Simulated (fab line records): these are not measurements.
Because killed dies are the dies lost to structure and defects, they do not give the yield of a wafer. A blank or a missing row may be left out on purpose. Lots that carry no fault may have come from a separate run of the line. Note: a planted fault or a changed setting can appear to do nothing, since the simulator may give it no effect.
fab line records	flow sky130
record lots=13	wafers=37	last_day=50
route steps=708 shown CONTACT@431 METAL1@436 VIA1@482 PAD_OPEN@708
lots untouched by any fault: they come from a run of this same line in which no faults occurred
start_h: hours from the record's first day to the start of the lot's first wafer shown	wait_h: hours since the lot's step before	" same as the row above	L1.1+2: several wafers, shown together as one row	- either no value or no given start	* or withheld: withheld	< > ~ a bound
route shown NAME@n: names a module that has steps shown in the file, with the first one's number in the route	usual: mean and standard deviation over wafers with no fault	same: alike in all rows	chamber/n: place in a boat	sites: per-site readings	_std_site: standard deviation of those values	_edge_site: the outer-site mean with the inner-site mean subtracted	radius_mm: how far each site lies from the wafer's centre	mask NAME#n: copy n	behind: tool/chamber where the wafer was last shaped	hold: the reason the lot was held/the length of the hold in hours/how it ended	device: transistor that didn't switch, given as n, p or np	end of line: at the end of the route, the tests of the same wafers	a step given without rows: its recipe and nothing more	killed: the dies lost at the first sort to structure and to defects; this is not the yield of the wafer	map: a wafer's dies, marking killed ones x, the rest . and places with no die _
set.NAME: setting as actually run; set.NAME@STEP: the setting as run at that earlier step	model.NAME: the simulator's own value behind a step, which no gauge read
one table for each step of the route and one row for each wafer, over a sample of lots
services: the hour from which a tool's chamber was out of use, counted from the record's first day as start_h (under 0 if before that day), plus the number of hours and why
## steps
# step SKY_CONTACT_RS_MEAS_25
# recipe thk_meas_gauge=four-point-probe	reads=W_of_CONTACT_CVD_24+TiN_of_CONTACT_SPUTTER_23
# usual CONTACT_W_RS=0.335/0.007
lot.wafer	tool	chamber	start_h	wait_h	CONTACT_W_RS[ohm/sq]
L279.1	film_metro-02	-	750.10	0.1	0.343
L279.4	"	-	"	"	0.342
L279.5	"	-	"	"	0.323
L278.2	film_metro-02	-	756.17	0.2	0.338
L278.5	"	-	"	"	0.339
L278.6	"	-	"	"	0.338
L280.1	film_metro-02	-	759.44	0.1	0.341
L280.3	"	-	"	"	0.324
L280.5	"	-	"	"	0.321
L281.2	film_metro-01	-	767.26	0.1	0.336
L281.4	"	-	"	"	0.336
L282.2	film_metro-01	-	781.75	0.1	0.337
L282.4	"	-	"	"	0.343
L292.3	film_metro-02	-	858.29	0.1	0.325
L292.4	"	-	"	"	0.341
L292.6	"	-	"	"	0.339
L293.2	film_metro-01	-	860.62	0.1	0.323
L293.4	"	-	"	"	0.326
L293.6	"	-	"	"	0.342
L294.1	film_metro-02	-	879.13	0.1	0.321
L294.2	"	-	"	"	0.337
L294.3	"	-	"	"	0.339
L296.1	film_metro-02	-	886.25	0.1	0.346
L296.4	"	-	"	"	0.344
L296.6	"	-	"	"	0.348
L297.2	film_metro-02	-	892.11	0.1	0.334
L297.3	"	-	"	"	0.336
L297.4	"	-	"	"	0.339
L298.4	film_metro-02	-	896.42	0.1	0.323
L298.5	"	-	"	"	0.326
L298.6	"	-	"	"	0.338
L299.1	film_metro-01	-	903.72	0.1	0.325
L299.4	"	-	"	"	0.342
L299.6	"	-	"	"	0.326
L300.1	film_metro-03	-	908.42	0.1	0.338
L300.2	"	-	"	"	0.333
L300.4	"	-	"	"	0.335
# step SKY_METAL1_SPUTTER_02
# recipe material=AlCu	target_thk_nm=250	power_w=10600	time_s=13.3	chamber_pressure_pa=0.4
# usual throttle_valve_pct=30.2/0.87
# same time_s=13.3
lot.wafer	tool	chamber	start_h	wait_h	throttle_valve_pct
L279.1	pvd_sputter-03	-	750.63	0.0	30.3
L279.4	"	-	"	"	30.1
L279.5	"	-	"	"	30.1
L278.2	pvd_sputter-02	-	756.67	0.0	31.4
L278.5	"	-	"	"	31.4
L278.6	"	-	"	"	30.2
L280.1	pvd_sputter-02	-	759.97	0.0	29.5
L280.3	"	-	"	"	31.4
L280.5	"	-	"	"	29.7
L281.2	pvd_sputter-03	-	767.77	0.0	29.9
L281.4	"	-	"	"	31.8
L282.2	pvd_sputter-04	-	782.26	0.0	29.5
L282.4	"	-	"	"	30.0
L292.3	pvd_sputter-03	-	858.78	0.0	30.1
L292.4	"	-	"	"	32.1
L292.6	"	-	"	"	32.2
L293.2	pvd_sputter-04	-	861.13	0.0	30.1
L293.4	"	-	"	"	29.7
L293.6	"	-	"	"	29.4
L294.1	pvd_sputter-04	-	879.66	0.0	30.2
L294.2	"	-	"	"	29.8
L294.3	"	-	"	"	30.9
L296.1	pvd_sputter-02	-	886.88	0.0	30.0
L296.4	"	-	"	"	29.0
L296.6	"	-	"	"	30.1
L297.2	pvd_sputter-04	-	892.61	0.0	30.8
L297.3	"	-	"	"	29.8
L297.4	"	-	"	"	30.1
L298.4	pvd_sputter-02	-	897.05	0.0	29.0
L298.5	"	-	"	"	31.2
L298.6	"	-	"	"	29.7
L299.1	pvd_sputter-02	-	904.25	0.0	31.2
L299.4	"	-	"	"	29.9
L299.6	"	-	"	"	29.2
L300.1	pvd_sputter-04	-	908.95	0.0	30.3
L300.2	"	-	"	"	30.7
L300.4	"	-	"	"	29.4
# step SKY_METAL1_THK_MEAS_06
# recipe thk_meas_gauge=xrf	reads=AlCu_of_METAL1_SPUTTER_02
# usual METAL1_ALCU_THK=249.4/2.1
lot.wafer	tool	chamber	start_h	wait_h	METAL1_ALCU_THK[nm]
L279.1	film_metro-02	-	750.84	0.1	251.4
L279.4	"	-	"	"	251.0
L279.5	"	-	"	"	252.9
L278.2	film_metro-04	-	756.89	0.1	246.9
L278.5	"	-	"	"	247.5
L278.6	"	-	"	"	250.7
L280.1	film_metro-03	-	760.18	0.1	251.7
L280.3	"	-	"	"	251.3
L280.5	"	-	"	"	251.2
L281.2	film_metro-04	-	767.99	0.1	248.4
L281.4	"	-	"	"	249.6
L282.2	film_metro-04	-	782.48	0.1	250.9
L282.4	"	-	"	"	252.7
L292.3	film_metro-03	-	859.01	0.1	248.6
L292.4	"	-	"	"	246.8
L292.6	"	-	"	"	247.8
L293.2	film_metro-02	-	861.35	0.1	249.1
L293.4	"	-	"	"	253.3
L293.6	"	-	"	"	248.1
L294.1	film_metro-02	-	879.87	0.1	250.4
L294.2	"	-	"	"	249.3
L294.3	"	-	"	"	250.5
L296.1	film_metro-02	-	887.09	0.1	251.4
L296.4	"	-	"	"	250.1
L296.6	"	-	"	"	250.2
L297.2	film_metro-04	-	892.84	0.1	251.5
L297.3	"	-	"	"	250.3
L297.4	"	-	"	"	246.9
L298.4	film_metro-03	-	897.29	0.1	246.0
L298.5	"	-	"	"	249.7
L298.6	"	-	"	"	250.3
L299.1	film_metro-02	-	904.46	0.1	246.9
L299.4	"	-	"	"	246.8
L299.6	"	-	"	"	249.6
L300.1	film_metro-04	-	909.18	0.1	246.2
L300.2	"	-	"	"	248.3
L300.4	"	-	"	"	246.7
# step SKY_VIA1_CMP_24
# recipe stop_on=SiO2	t_overpolish_s=15	down_force_psi=3.5	platen_rpm=60	target_thk_nm=0	pad_velocity_m_s=0.94248
# usual motor_current_A=11.2/0.71	overpolish_run_s=15.001/0.01	time_to_endpoint_s=65.4/2.3
lot.wafer	tool	chamber	start_h	wait_h	motor_current_A	overpolish_run_s	time_to_endpoint_s
L279.4	cmp-02	3	806.13	0.0	12.0	14.980	65.1
L279.1	"	0	"	"	12.2	15.004	70.7
L279.5	"	3	"	"	12.1	15.011	68.1
L278.2	cmp-02	0	813.69	0.1	12.1	15.010	65.1
L278.6	"	2	"	"	10.5	14.987	67.3
L278.5	"	3	"	"	12.1	15.004	62.3
L280.3	cmp-02	3	816.08	0.1	11.7	14.987	66.0
L280.1	"	0	"	"	11.9	14.991	37.6
L280.5	"	1	"	"	11.0	14.991	67.3
L281.4	cmp-02	2	824.44	0.0	10.9	15.010	61.5
L281.2	"	1	"	"	10.8	15.005	35.3
L282.4	cmp-02	0	837.75	0.0	12.5	14.998	69.7
L282.2	"	3	"	"	12.6	15.002	39.0
L292.3	cmp-01	2	913.12	0.3	10.3	14.992	62.8
L292.4	"	0	"	"	10.2	15.003	62.9
L292.6	"	1	"	"	11.2	14.997	63.9
L293.4	cmp-01	1	915.53	0.1	11.5	14.987	63.5
L293.2	"	3	"	"	11.2	14.995	64.1
L293.6	"	0	"	"	10.0	15.000	63.8
L294.3	cmp-01	2	932.43	0.1	10.6	15.021	66.8
L294.2	"	0	"	"	10.3	15.005	66.6
L294.1	"	1	"	"	12.4	15.006	67.2
L296.4	cmp-01	0	940.37	0.1	9.5	15.008	66.1
L296.1	"	1	"	"	11.8	14.993	69.8
L296.6	"	2	"	"	10.6	14.989	69.2
L297.4	cmp-02	2	945.72	0.2	11.3	15.013	63.8
L297.2	"	3	"	"	12.0	15.027	57.5
L297.3	"	1	"	"	10.7	14.996	61.4
L298.4	cmp-01	0	950.63	0.2	9.5	15.012	66.0
L298.5	"	1	"	"	11.6	15.012	68.4
L298.6	"	2	"	"	11.4	15.002	65.4
L299.4	cmp-01	0	956.69	0.1	9.9	14.995	65.4
L299.1	"	1	"	"	11.7	14.976	69.9
L299.6	"	3	"	"	11.6	14.986	64.2
L300.1	cmp-02	2	962.27	0.1	10.9	15.015	67.9
L300.4	"	3	"	"	11.7	14.992	64.2
L300.2	"	0	"	"	12.1	14.986	63.2
# step SKY_PAD_OPEN_PROBE_99
# usual defect_limited_yield=82.5/2	killed_at_M0_to_M3=44/7	killed_at_M4_up=3.0/1.7	killed_at_contacts=24/5.2	killed_at_front_end=15/4.8	killed_at_other=0.2/0.56	killed_dies=86/9.7	killed_open=47/7.1	killed_short=39/6.3	sort_bin_3_pad_short=0.9/0.4	sort_bin_5_function=10.3/1.6	sort_bin_6_memory=6.3/1.2	sort_n_pass=406/9.7	sort_yield_pct=82.5/2
# same gross_dies=492	killed_at_back_side=0	sort_bin_4_leakage[%]=0	sort_bin_8_speed[%]=0
lot.wafer	tool	chamber	start_h	wait_h	defect_limited_yield[%]	killed_at_M0_to_M3	killed_at_M4_up	killed_at_contacts	killed_at_front_end	killed_at_other	killed_dies	killed_open	killed_short	sort_bin_3_pad_short[%]	sort_bin_5_function[%]	sort_bin_6_memory[%]	sort_n_pass	sort_yield_pct[%]
L279.1	prober-01	-	1088.22	0.1	82.7	46	3	27	9	0	85	44	41	1.4	8.9	6.9	407	82.7
L279.4	prober-01	-	1088.37	0.2	83.5	36	3	26	16	0	81	46	34	0.8	10.2	5.5	411	83.5
L279.5	prober-01	-	1088.42	0.2	84.8	31	5	27	12	0	75	44	31	0.8	8.9	5.5	417	84.8
L278.2	prober-02	-	1096.88	0.1	82.7	45	2	24	14	0	85	48	37	0.4	8.7	8.1	407	82.7
L278.5	prober-02	-	1097.03	0.2	81.7	46	4	20	19	1	90	46	43	1.0	10.4	6.9	402	81.7
L278.6	prober-02	-	1097.08	0.2	83.1	47	4	24	8	0	83	43	40	1.4	10.6	4.9	409	83.1
L280.1	prober-01	-	1097.44	0.1	82.5	44	0	28	14	0	86	41	45	1.0	9.1	7.3	406	82.5
L280.3	prober-01	-	1097.54	0.2	81.3	51	3	23	15	0	92	57	35	1.4	8.7	8.5	400	81.3
L280.5	prober-01	-	1097.64	0.2	82.3	42	4	23	18	0	87	48	39	0.6	10.4	6.7	405	82.3
L281.2	prober-02	-	1102.80	0.1	83.3	35	4	25	18	0	82	47	35	0.2	10.8	5.7	410	83.3
L281.4	prober-02	-	1102.90	0.2	86.6	37	6	14	9	0	66	31	35	1.2	6.7	5.5	426	86.6
L282.2	prober-01	-	1112.09	0.1	79.3	45	7	24	26	0	102	52	50	1.2	11.6	7.9	390	79.3
L282.4	prober-01	-	1112.19	0.2	81.7	50	2	20	18	0	90	47	43	1.0	10.8	6.5	402	81.7
L292.3	prober-02	-	1168.25	0.2	77.6	58	7	16	26	3	110	62	47	1.0	16.5	4.9	382	77.6
L292.4	prober-02	-	1168.30	0.2	82.5	50	4	20	11	1	86	47	39	0.8	10.2	6.5	406	82.5
L292.6	prober-02	-	1168.40	0.2	81.7	40	2	29	18	1	90	43	46	1.2	12.2	4.9	402	81.7
L293.2	prober-01	-	1170.74	0.1	82.3	44	3	25	15	0	87	42	45	0.8	9.8	7.1	405	82.3
L293.4	prober-01	-	1170.84	0.2	84.3	32	4	23	17	1	77	42	35	1.0	9.3	5.3	415	84.3
L293.6	prober-01	-	1170.94	0.2	84.3	46	2	17	12	0	77	41	36	0.6	9.6	5.5	415	84.3
L294.1	prober-02	-	1182.66	0.1	81.9	48	2	24	14	1	89	41	48	0.8	11.0	6.3	403	81.9
L294.2	prober-02	-	1182.71	0.1	82.7	47	3	21	14	0	85	49	36	0.6	8.1	8.5	407	82.7
L294.3	prober-02	-	1182.76	0.2	81.9	47	5	25	12	0	89	47	42	1.6	10.0	6.5	403	81.9
L296.1	prober-01	-	1187.75	0.1	85.8	37	3	20	10	0	70	41	29	0.4	9.6	4.3	422	85.8
L296.4	prober-01	-	1187.90	0.2	86.2	32	1	24	11	0	68	40	28	0.6	7.1	6.1	424	86.2
L296.6	prober-01	-	1188.00	0.2	84.8	33	0	20	22	0	75	42	32	0.8	7.7	6.7	417	84.8
L297.2	prober-01	-	1192.13	0.1	79.1	55	2	32	14	0	103	53	50	1.2	13.2	6.5	389	79.1
L297.3	prober-01	-	1192.18	0.2	83.9	39	4	29	7	0	79	48	31	1.0	7.9	7.1	413	83.9
L297.4	prober-01	-	1192.23	0.2	81.9	58	1	21	9	0	89	49	40	1.0	12.2	4.9	403	81.9
L298.4	prober-02	-	1194.10	0.2	85.0	38	3	17	16	0	74	41	33	1.4	8.7	4.9	418	85.0
L298.5	prober-02	-	1194.15	0.2	82.3	37	3	29	18	0	87	48	39	1.0	10.2	6.5	405	82.3
L298.6	prober-02	-	1194.20	0.2	80.9	47	3	24	20	0	94	63	31	0.8	11.6	6.7	398	80.9
L299.1	prober-01	-	1198.40	0.1	85.4	46	1	11	14	0	72	42	29	1.0	8.7	4.9	420	85.4
L299.4	prober-01	-	1198.55	0.2	81.7	50	5	22	13	0	90	49	40	0.4	10.4	7.5	402	81.7
L299.6	prober-01	-	1198.65	0.2	81.9	50	2	25	12	0	89	56	32	0.6	10.2	7.3	403	81.9
L300.1	prober-02	-	1200.04	0.1	81.7	40	3	32	15	0	90	54	36	0.2	12.2	5.9	402	81.7
L300.2	prober-02	-	1200.09	0.1	81.9	36	5	29	19	0	89	45	42	0.4	11.4	6.3	403	81.9
L300.4	prober-02	-	1200.19	0.2	78.5	64	3	22	17	0	106	50	55	1.4	14.0	6.1	386	78.5
# killed by level:class
L279.1 LI_CONTACT:geometric_particle:open=8 VIA1:geometric_particle:open=8 VIA2:geometric_particle:open=7 CONTACT:geometric_particle:open=6 VIA1:geometric_particle:short=6 LOCAL_INTERCONNECT:geometric_particle:short=5 METAL1:geometric_particle:short=5 VIA3:geometric_particle:open=5
L279.4 CONTACT:geometric_particle:open=11 VIA1:geometric_particle:open=11 POLY_GATE:geometric_particle:short=7 VIA3:geometric_particle:open=7 LI_CONTACT:geometric_particle:open=6 POLY_GATE:geometric_particle:open=5 METAL3:geometric_particle:short=5 VIA2:geometric_particle:open=3
L279.5 CONTACT:geometric_particle:open=11 VIA1:geometric_particle:open=8 LI_CONTACT:geometric_particle:open=7 VIA2:geometric_particle:open=6 FIELD_ISO:geometric_particle:short=4 LOCAL_INTERCONNECT:geometric_particle:short=4 VIA3:geometric_particle:open=4 FIELD_ISO:geometric_particle:open=3
L278.2 VIA1:geometric_particle:open=10 CONTACT:geometric_particle:open=9 METAL2:geometric_particle:short=8 LI_CONTACT:geometric_particle:open=7 VIA3:geometric_particle:open=6 POLY_GATE:geometric_particle:open=5 CONTACT:geometric_particle:short=5 VIA2:geometric_particle:open=5
L278.5 CONTACT:geometric_particle:open=11 VIA1:geometric_particle:open=10 POLY_GATE:geometric_particle:short=7 VIA1:geometric_particle:short=7 POLY_GATE:geometric_particle:open=6 VIA2:geometric_particle:open=6 METAL2:geometric_particle:short=5 VIA2:geometric_particle:short=5
L278.6 VIA1:geometric_particle:open=10 LI_CONTACT:geometric_particle:open=9 LI_CONTACT:geometric_particle:short=5 CONTACT:geometric_particle:open=5 METAL1:geometric_particle:short=5 VIA1:geometric_particle:short=5 METAL2:geometric_particle:short=5 METAL1:geometric_particle:open=4
L280.1 VIA1:geometric_particle:short=12 VIA1:geometric_particle:open=10 CONTACT:geometric_particle:open=8 LI_CONTACT:geometric_particle:open=6 VIA2:geometric_particle:open=6 LOCAL_INTERCONNECT:geometric_particle:short=5 CONTACT:geometric_particle:short=5 FIELD_ISO:geometric_particle:short=4
L280.3 VIA1:geometric_particle:open=14 CONTACT:geometric_particle:open=8 VIA3:geometric_particle:open=8 METAL3:geometric_particle:short=6 VIA2:geometric_particle:open=6 FIELD_ISO:geometric_particle:open=5 LI_CONTACT:geometric_particle:open=5 LI_CONTACT:geometric_particle:short=5
L280.5 CONTACT:geometric_particle:open=13 VIA1:geometric_particle:open=13 METAL2:geometric_particle:short=9 LI_CONTACT:geometric_particle:open=6 FIELD_ISO:geometric_particle:open=5 METAL1:geometric_particle:short=5 VIA1:geometric_particle:short=5 FIELD_ISO:geometric_particle:short=4
L281.2 CONTACT:geometric_particle:open=12 VIA3:geometric_particle:open=6 LI_CONTACT:geometric_particle:open=6 METAL1:geometric_particle:short=6 VIA1:geometric_particle:open=5 METAL2:geometric_particle:short=5 FIELD_ISO:geometric_particle:open=4 VIA1:geometric_particle:short=4
L281.4 VIA2:geometric_particle:open=7 CONTACT:geometric_particle:open=6 METAL2:geometric_particle:short=6 METAL4:geometric_particle:short=6 FIELD_ISO:geometric_particle:short=4 LI_CONTACT:geometric_particle:open=4 VIA1:geometric_particle:short=4 VIA1:geometric_particle:open=4
L282.2 CONTACT:geometric_particle:open=10 FIELD_ISO:geometric_particle:open=8 VIA1:geometric_particle:short=7 METAL2:geometric_particle:short=7 CONTACT:geometric_particle:short=5 METAL1:geometric_particle:short=5 VIA1:geometric_particle:open=5 VIA3:geometric_particle:open=5
L282.4 VIA1:geometric_particle:open=10 VIA3:geometric_particle:open=10 METAL1:geometric_particle:short=8 FIELD_ISO:geometric_particle:open=6 CONTACT:geometric_particle:open=6 FIELD_ISO:geometric_particle:short=5 LI_CONTACT:geometric_particle:short=4 CONTACT:geometric_particle:short=4
L292.3 VIA1:geometric_particle:open=18 VIA2:geometric_particle:open=11 METAL2:geometric_particle:short=10 FIELD_ISO:geometric_particle:open=7 FIELD_ISO:geometric_particle:short=7 LI_CONTACT:geometric_particle:open=6 CONTACT:geometric_particle:open=6 METAL4:geometric_particle:short=5
L292.4 VIA1:geometric_particle:open=11 VIA2:geometric_particle:open=8 CONTACT:geometric_particle:open=7 VIA1:geometric_particle:short=7 VIA3:geometric_particle:open=7 FIELD_ISO:geometric_particle:short=6 CONTACT:geometric_particle:short=5 METAL1:geometric_particle:short=5
L292.6 LI_CONTACT:geometric_particle:open=9 METAL2:geometric_particle:short=8 CONTACT:geometric_particle:open=7 LI_CONTACT:geometric_particle:short=7 VIA1:geometric_particle:open=7 VIA1:geometric_particle:short=6 FIELD_ISO:geometric_particle:short=4 FIELD_ISO:geometric_particle:open=4
L293.2 VIA1:geometric_particle:open=11 CONTACT:geometric_particle:open=8 METAL1:geometric_particle:short=7 FIELD_ISO:geometric_particle:short=6 LI_CONTACT:geometric_particle:short=6 LI_CONTACT:geometric_particle:open=5 METAL2:geometric_particle:short=5 CONTACT:geometric_particle:short=4
L293.4 CONTACT:geometric_particle:open=11 VIA1:geometric_particle:open=8 FIELD_ISO:geometric_particle:open=7 LI_CONTACT:geometric_particle:open=6 METAL2:geometric_particle:short=5 VIA3:geometric_particle:short=5 POLY_GATE:geometric_particle:short=4 METAL3:geometric_particle:short=4
L293.6 METAL2:geometric_particle:short=10 METAL1:geometric_particle:short=8 VIA1:geometric_particle:open=8 CONTACT:geometric_particle:open=7 VIA2:geometric_particle:open=6 LI_CONTACT:geometric_particle:open=4 METAL1:geometric_particle:open=4 VIA1:geometric_particle:short=4
L294.1 VIA1:geometric_particle:open=12 VIA2:geometric_particle:short=9 CONTACT:geometric_particle:open=8 VIA1:geometric_particle:short=8 LOCAL_INTERCONNECT:geometric_particle:short=5 FIELD_ISO:geometric_particle:open=4 POLY_GATE:geometric_particle:open=4 LI_CONTACT:geometric_particle:open=4
L294.2 VIA1:geometric_particle:open=14 CONTACT:geometric_particle:open=11 VIA3:geometric_particle:open=10 METAL2:geometric_particle:short=6 FIELD_ISO:geometric_particle:open=5 LOCAL_INTERCONNECT:geometric_particle:short=5 VIA1:geometric_particle:short=5 FIELD_ISO:geometric_particle:short=4
L294.3 VIA1:geometric_particle:open=11 CONTACT:geometric_particle:open=9 LI_CONTACT:geometric_particle:open=6 VIA2:geometric_particle:open=6 VIA1:geometric_particle:short=5 VIA3:geometric_particle:open=5 FIELD_ISO:geometric_particle:open=4 LOCAL_INTERCONNECT:geometric_particle:short=4
L296.1 VIA1:geometric_particle:open=9 CONTACT:geometric_particle:open=8 METAL1:geometric_particle:short=6 VIA2:geometric_particle:open=5 VIA3:geometric_particle:open=5 LI_CONTACT:geometric_particle:open=4 VIA1:geometric_particle:short=4 FIELD_ISO:geometric_particle:open=3
L296.4 CONTACT:geometric_particle:open=11 VIA1:geometric_particle:open=11 FIELD_ISO:geometric_particle:short=8 LI_CONTACT:geometric_particle:open=6 METAL2:geometric_particle:short=6 VIA2:geometric_particle:open=4 LOCAL_INTERCONNECT:geometric_particle:short=3 VIA2:geometric_particle:short=3
L296.6 CONTACT:geometric_particle:open=11 VIA1:geometric_particle:open=8 FIELD_ISO:geometric_particle:open=7 POLY_GATE:geometric_particle:short=5 VIA2:geometric_particle:open=5 FIELD_ISO:geometric_particle:short=4 METAL2:geometric_particle:short=4 LI_CONTACT:geometric_particle:open=3
L297.2 CONTACT:geometric_particle:open=13 VIA1:geometric_particle:open=12 METAL2:geometric_particle:short=10 VIA2:geometric_particle:open=9 CONTACT:geometric_particle:short=6 FIELD_ISO:geometric_particle:short=5 METAL1:geometric_particle:short=5 LI_CONTACT:geometric_particle:open=5
L297.3 CONTACT:geometric_particle:open=10 LI_CONTACT:geometric_particle:open=8 VIA3:geometric_particle:open=8 VIA2:geometric_particle:open=8 LOCAL_INTERCONNECT:geometric_particle:short=6 VIA1:geometric_particle:open=6 VIA1:geometric_particle:short=4 METAL2:geometric_particle:short=3
L297.4 VIA1:geometric_particle:open=10 VIA2:geometric_particle:open=10 VIA3:geometric_particle:short=8 LI_CONTACT:geometric_particle:open=7 CONTACT:geometric_particle:open=7 METAL2:geometric_particle:short=6 METAL1:geometric_particle:short=6 VIA3:geometric_particle:open=6
L298.4 VIA1:geometric_particle:open=9 LI_CONTACT:geometric_particle:open=7 VIA2:geometric_particle:open=7 POLY_GATE:geometric_particle:short=5 FIELD_ISO:geometric_particle:open=4 VIA3:geometric_particle:open=4 LOCAL_INTERCONNECT:geometric_particle:short=3 FIELD_ISO:geometric_particle:short=3
L298.5 VIA1:geometric_particle:open=11 CONTACT:geometric_particle:open=10 FIELD_ISO:geometric_particle:open=8 LOCAL_INTERCONNECT:geometric_particle:short=6 VIA2:geometric_particle:open=6 LI_CONTACT:geometric_particle:open=5 POLY_GATE:geometric_particle:short=4 LI_CONTACT:geometric_particle:short=4
L298.6 VIA1:geometric_particle:open=13 VIA2:geometric_particle:open=11 LI_CONTACT:geometric_particle:open=9 CONTACT:geometric_particle:open=9 FIELD_ISO:geometric_particle:open=7 FIELD_ISO:geometric_particle:short=6 VIA2:geometric_particle:short=5 VIA3:geometric_particle:open=5
L299.1 VIA1:geometric_particle:open=14 VIA1:geometric_particle:short=8 METAL1:geometric_particle:short=5 VIA2:geometric_particle:open=5 LI_CONTACT:geometric_particle:open=4 VIA3:geometric_particle:open=4 POLY_GATE:geometric_particle:open=3 POLY_CUT:geometric_particle:open=3
L299.4 VIA3:geometric_particle:open=15 VIA1:geometric_particle:open=7 LI_CONTACT:geometric_particle:open=7 METAL2:geometric_particle:short=7 CONTACT:geometric_particle:open=6 FIELD_ISO:geometric_particle:open=4 METAL3:geometric_particle:short=4 VIA2:geometric_particle:open=4
L299.6 VIA1:geometric_particle:open=16 CONTACT:geometric_particle:open=10 VIA3:geometric_particle:open=9 LI_CONTACT:geometric_particle:open=6 VIA2:geometric_particle:open=5 CONTACT:geometric_particle:short=4 METAL1:geometric_particle:short=4 VIA1:geometric_particle:short=4
L300.1 CONTACT:geometric_particle:open=11 LI_CONTACT:geometric_particle:open=9 VIA2:geometric_particle:open=8 VIA1:geometric_particle:open=7 METAL2:geometric_particle:short=7 POLY_GATE:geometric_particle:open=5 LOCAL_INTERCONNECT:geometric_particle:short=5 CONTACT:geometric_particle:short=5
L300.2 CONTACT:geometric_particle:open=10 VIA2:geometric_particle:open=7 FIELD_ISO:geometric_particle:short=6 VIA3:geometric_particle:open=6 CONTACT:geometric_particle:short=5 VIA1:geometric_particle:open=5 FIELD_ISO:geometric_particle:open=4 LI_CONTACT:geometric_particle:short=4
L300.4 VIA1:geometric_particle:short=11 VIA2:geometric_particle:open=10 VIA1:geometric_particle:open=9 METAL2:geometric_particle:short=9 VIA3:geometric_particle:open=8 LI_CONTACT:geometric_particle:open=7 FIELD_ISO:geometric_particle:short=6 CONTACT:geometric_particle:open=6
## services
tool	chamber	start_h	hours	kind
pvd_sputter-04	-	729.79	3.8	repair
cmp-01	-	744.00	4.0	pm
cmp-01	-	748.00	-	consumable_replace:conditioner
cmp-01	-	748.00	-	consumable_replace:pad
pvd_sputter-04	-	752.41	1.8	repair
pvd_sputter-03	-	753.10	0.8	repair
cmp-01	-	758.75	1.3	repair
pvd_sputter-03	-	773.69	4.9	repair
pvd_sputter-04	-	904.16	0.9	repair
cmp-02	-	912.00	4.0	pm
cmp-02	-	916.00	-	consumable_replace:conditioner
cmp-02	-	916.00	-	consumable_replace:pad
cmp-01	-	918.50	5.3	pm
cmp-01	-	926.55	3.8	repair
cmp-01	-	926.73	5.7	repair
## key
first_sign step=SKY_VIA1_CMP_24	reading=time_to_endpoint_s	direction=down	sigmas=12	usual=*	struck=*
effect none on later readings
met_at SKY_VIA1_CMP_24
struck_lots L280,L281,L282
struck_wafers L280.1,L281.2,L282.2
not_acting_at SKY_CONTACT_RS_MEAS_25,SKY_METAL1_SPUTTER_02,SKY_METAL1_THK_MEAS_06
onset_between 813.69 816.08
fault kind=process_parameter_drift	tool=cmp-02	chamber=-	onset_h=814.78	steps=SKY_VIA1_CMP_24	channel=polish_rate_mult	offset=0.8	shape=step	end_h=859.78	scope=struck_wafers_only
